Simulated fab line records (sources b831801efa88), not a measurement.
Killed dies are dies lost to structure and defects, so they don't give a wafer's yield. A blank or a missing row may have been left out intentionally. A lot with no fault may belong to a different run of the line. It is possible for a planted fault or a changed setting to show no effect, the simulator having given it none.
Struck lot and sound lot, side by side    flow sky130    15 out of 708 route steps
Sound: these wafers, L646.3, L646.4, L646.5. Struck: wafers L640.2, L640.4, L640.6. Last of all comes the cause.
For every step that has rows: the tool of each side, followed by ch and its chambers, followed by its first start. Under that, the readings that differ: sound wafers    struck wafers    difference of the means    sigmas: that difference in standard deviations of wafers without a fault.
alike: readings whose means differ by less than 2 such deviations, and words and numbers that are the same on both sides. not compared: withheld readings, readings that some wafer has no value for, bounds like >300 that may hide the same value, and numbers for which the record gives no deviation and whose values overlap.
Wherever a step has rows on one side only, a row that says differs or no value, or a row with sigmas, the two part there. Numbers that have no deviation but don't overlap get no sigmas and don't part them. A reading that every wafer of one side lacks parts them only if that side has two wafers or more.

first, 2 steps without rows for these wafers: SKY_POLY_GATE_CLEAN_19 (cleans in SC1/SC2, time 150 s); SKY_POLY_GATE_OXIDATION_20 (stabilise 600 s, purge 300 s, target thk 4 nm).
SKY_POLY_GATE_THK_MEAS_21:
  sound on filmMetro-01 at day 22 11:44; struck on filmMetro-02 at day 19 23:41
  alike: POLY_GATE_OXIDATION_THK
SKY_POLY_GATE_CD_MEAS_22:
  sound on cdSem-02 at day 22 11:50; struck on cdSem-01 at day 19 23:46
  alike: cdNm
then, 7 steps without rows for these wafers: SKY_LDD_N_DEHYDRATE_00 (time 60 s); SKY_LDD_N_HMDS_01 (prime time 60 s); SKY_LDD_N_COAT_02 (resist thk 300 nm); SKY_LDD_N_SOFTBAKE_03 (time 60 s); SKY_LDD_N_EXPOSE_04 (exposes mask NTM, target cd 840 nm); SKY_LDD_N_PEB_05; SKY_LDD_N_DEVELOP_06 (develop time 60 s).
SKY_LDD_N_OVL_MEAS_07:
  sound on overlay-02 at day 23 18:29; struck on overlay-02 at day 21 06:02
  alike: LDD_N_OVL
SKY_LDD_N_IMPLANT_08:
  sound on implanter-02 ch 0, day 23 18:34; struck on implanter-01 ch 0, day 21 06:05
reading           sound                          struck                         difference  sigmas
doseIonsCm2       7.516e+13 7.507e+13 7.503e+13  8.408e+13 8.404e+13 8.411e+13  +8.990e+12  +99 or more
faradayCurrentUA  425 420 411                    473 464 478                    +53         +6
  alike: endStationPressureTorr, rotationDeg
following that, these wafers have no rows for 1 step: SKY_LDD_N_IMPLANT_09.
-- here the record skips 27 days between the struck wafers' starts before and after, leaving off in module LDD_N and picking up in module PAD_OPEN (first step shown: number 708 of the route) --
SKY_PAD_OPEN_PROBE_99:
  sound on prober-02 at day 49 14:15; struck on prober-02 at day 48 05:32
reading                   sound              struck             difference  sigmas
model.etest.tipN.rsOhmSq  446.9 447.9 449.6  439.4 437.5 437.6  -10.0       
  alike: killed_at_M0_to_M3, killed_at_M4_up, killedAtContacts, killedAtFrontEnd, killedAtOther, killedDies, killedOpen, killedShort

WHERE THEY PART
Only at SKY_LDD_N_IMPLANT_08, within this record. Later steps at which nothing parts them and some readings are alike: SKY_PAD_OPEN_PROBE_99.

WHY: what the simulator had put in
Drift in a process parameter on implanter-01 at SKY_LDD_N_IMPLANT_08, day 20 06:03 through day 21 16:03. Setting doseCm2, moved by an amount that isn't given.
